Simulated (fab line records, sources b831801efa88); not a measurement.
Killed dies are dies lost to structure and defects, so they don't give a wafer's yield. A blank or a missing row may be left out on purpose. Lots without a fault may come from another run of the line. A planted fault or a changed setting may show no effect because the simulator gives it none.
A struck lot beside a sound one | flow sky130 | 35 steps out of a route of 708
Sound: wafers L505.3, L505.4, L505.6. Struck: wafers L518.3, L518.4, L518.5. The cause comes at the end.
At each step with rows: each side's tool, then ch and its chambers, then its first start. Under that, the readings that differ: sound wafers | struck wafers | difference of the means | sigmas: that difference in standard deviations of wafers without a fault.
alike: readings whose means differ by less than 2 such deviations, and words and numbers that are the same on both sides. not compared: withheld readings, readings that some wafer has no value for, bounds like >300 that may hide the same value, and numbers for which the record gives no deviation and whose values overlap.
The two part at a step that has a row with sigmas, a row that says differs or no value, or rows on one side only. Numbers that don't overlap but have no deviation are shown without sigmas and don't part them. A reading that every wafer of one side lacks parts them only if that side has two wafers or more.

first, 8 steps without rows for these wafers: SKY_CAP2M_SPUTTER_02 (material TiN, target thk 200 nm, time 166.7 s); SKY_CAP2M_DEHYDRATE_05 (time 60 s); SKY_CAP2M_HMDS_06 (prime time 60 s); SKY_CAP2M_COAT_07 (resist thk 1140 nm); SKY_CAP2M_SOFTBAKE_08 (time 60 s); SKY_CAP2M_EXPOSE_09 (exposes mask CAP2M, target cd 1000 nm); SKY_CAP2M_PEB_10; SKY_CAP2M_DEVELOP_11 (develop time 60 s).
SKY_CAP2M_METAL_ETCH_13: etches TiN in Cl2/BCl3, stops on SiO2, target depth 220 nm, time 62.9 s.
  sound on rie_metal-04 ch 0,1, day 41 11:47; struck on rie_metal-01 ch 1, day 45 00:46
  reading                     | sound       | struck      | difference | sigmas
  drypump_motor_current_A (A) | 5.2 5.1 5.3 | 6.0 6.0 6.0 | +0.8       | +2
  alike: oes_product_au, throttle_valve_pct
  not compared: rf_hours_counter_h
then, 25 steps without rows for these wafers: SKY_CAP2M_STRIP_14 (strips in O2/N2); SKY_CAP2M_STRIP_15 (strips in post etch residue remover, time 1200 s); SKY_CAP2M_CLEAN_16 (cleans in IPA, time 180 s); SKY_CAP2M_CLEAN_17 (cleans in O3/DIW); SKY_METAL4_DEHYDRATE_05 (time 60 s); SKY_METAL4_HMDS_06 (prime time 60 s); SKY_METAL4_COAT_07 (resist thk 60 nm); SKY_METAL4_COAT_08 (resist thk 1140 nm); SKY_METAL4_SOFTBAKE_09 (time 90 s); SKY_METAL4_EXPOSE_10 (exposes mask MM4, target cd 300 nm); SKY_METAL4_PEB_11; SKY_METAL4_DEVELOP_12 (develop time 60 s); SKY_METAL4_DESCUM_15 (chemistry O2, time 8 s); SKY_METAL4_ETCH_16 (etches BARC in N2/H2, stops on SiO2, time 88.2 s, target depth 60 nm); SKY_METAL4_ETCH_17 (etches SiO2 in C4F8/O2/Ar, stops on TiN, time 3.9 s, target depth 15 nm); SKY_METAL4_METAL_ETCH_18 (etches the open film in Cl2/BCl3, stops on SiO2, target depth 845 nm, time 183.1 s); SKY_METAL4_STRIP_19 (strips in O2/N2); SKY_METAL4_STRIP_20 (strips in post etch residue remover, time 1200 s); SKY_METAL4_CLEAN_21 (cleans in IPA, time 180 s); SKY_METAL4_CLEAN_22 (cleans in O3/DIW); SKY_VIA4_HDPCVD_00 (deposits SiO2, target thk 1750 nm, time 291.7 s); SKY_VIA4_CMP_02 (polishes SiO2); SKY_VIA4_DEHYDRATE_04 (time 60 s); SKY_VIA4_HMDS_05 (prime time 60 s); SKY_VIA4_COAT_06 (resist thk 1140 nm).
-- the record jumps here: 4 days lie between the struck wafers' starts before and after (it left off in module VIA4 and takes up again in module PAD_OPEN, whose first step shown is number 708 of the route) --
SKY_PAD_OPEN_PROBE_99:
  sound on prober-02, day 46 10:50; struck on prober-02, day 49 10:23
  reading                               | sound              | struck                                                                     | difference                   | sigmas
  hold                                  | - - -              | await_dispo/4.7h/release await_dispo/4.7h/release await_dispo/4.7h/release | no value on the sound wafers |
  defect_limited_yield (%)              | 80.7 87.8 83.5     | 72.8 72.6 71.7                                                             | -11.6                        | -5
  killed_at_other                       | 1 1 0              | 65 61 57                                                                   | +60                          | +99 or more
  killed_dies                           | 95 60 81           | 134 135 139                                                                | +57                          | +5
  sort_bin_3_pad_short (%)              | 1.2 0.6 0.6        | 3.9 5.3 3.9                                                                | +3.6                         | +9
  sort_bin_5_function (%)               | 11.4 8.7 10.2      | 17.1 15.7 18.1                                                             | +6.9                         | +4
  sort_n_pass                           | 397 432 411        | 358 357 353                                                                | -57                          | -5
  sort_yield_pct (%)                    | 80.7 87.8 83.5     | 72.8 72.6 71.7                                                             | -11.6                        | -5
  model.etest.tester.sort_n_pass        | 397 432 411        | 358 357 353                                                                | -57                          |
  model.etest.tester.sort_yield_pct (%) | 80.69 87.8 83.54   | 72.76 72.56 71.75                                                          | -11.65                       |
  model.etest.tester.sort_bin_5_pct (%) | 11.38 8.74 10.16   | 17.07 15.65 18.09                                                          | +6.84                        |
  model.etest.tester.sort_bin_3_pct (%) | 1.22 0.6098 0.6098 | 3.862 5.285 3.862                                                          | +3.523                       |
  alike: killed_at_M0_to_M3, killed_at_M4_up, killed_at_contacts, killed_at_front_end, killed_open, killed_short, sort_bin_6_memory

WHERE THEY PART
First at SKY_CAP2M_METAL_ETCH_13; last, within this record, at SKY_PAD_OPEN_PROBE_99.

WHY: what the simulator had put in
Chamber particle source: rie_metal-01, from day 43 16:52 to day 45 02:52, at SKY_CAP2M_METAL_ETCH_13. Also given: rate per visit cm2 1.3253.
